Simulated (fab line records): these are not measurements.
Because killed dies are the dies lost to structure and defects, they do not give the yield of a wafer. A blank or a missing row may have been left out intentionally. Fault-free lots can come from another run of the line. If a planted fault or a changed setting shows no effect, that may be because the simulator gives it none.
Matching of chambers / flow gf180mcu / 4 sister chambers for GF_V4_CMP_04 on cmp-02
The step polishes SiO2. 4 wafers are shown with their chamber, then 10 later ones without.

== WAFERS PAIRED WITH THEIR CHAMBERS ==
wafer=L087.1; chamber=3; motorCurrentA (A)=9.5
wafer=L087.2; chamber=0; motorCurrentA (A)=10.7
wafer=L090.1; chamber=1; motorCurrentA (A)=11.9
wafer=L090.4; chamber=2; motorCurrentA (A)=13.3

== WAFERS MISSING THEIR CHAMBER ==
wafer=L090.5; motorCurrentA (A)=13.6
wafer=L091.1; motorCurrentA (A)=10.8
wafer=L091.2; motorCurrentA (A)=9.8
wafer=L091.5; motorCurrentA (A)=12.0
wafer=L093.2; motorCurrentA (A)=11.8
wafer=L093.3; motorCurrentA (A)=13.2
wafer=L093.6; motorCurrentA (A)=10.0
wafer=L094.2; motorCurrentA (A)=11.9
wafer=L094.5; motorCurrentA (A)=10.2
wafer=L094.6; motorCurrentA (A)=10.6

== EACH ONE'S CHAMBER ==
wafer=L090.5; from the rows above=2; in truth=2
wafer=L091.1; from the rows above=0; in truth=0
wafer=L091.2; from the rows above=3; in truth=3
wafer=L091.5; from the rows above=1; in truth=1
wafer=L093.2; from the rows above=1; in truth=1
wafer=L093.3; from the rows above=2; in truth=2
wafer=L093.6; from the rows above=can't be placed: 3 or 0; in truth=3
wafer=L094.2; from the rows above=1; in truth=1
wafer=L094.5; from the rows above=can't be placed: 0 or 3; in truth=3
wafer=L094.6; from the rows above=0; in truth=0
8 of 10 placed correctly. Unplaceable from these rows: 2, with the true chamber sitting among the candidates in 2. Placed wrongly: 0.
How it was worked out, from the rows above alone: a wafer's distance from a chamber is the root of the sum, over the readings, of the square of ((its reading less the chamber's mean) divided by the reading's scatter). If the next closest chamber is less than 2 further off than the closest, the wafer can't be placed; otherwise it belongs to the closest. For every chamber, the mean is computed from those of its wafers that are shown. The scatter: with one shown wafer a chamber, the root of the mean of the squares of how far each hidden wafer lies from its nearest shown one.
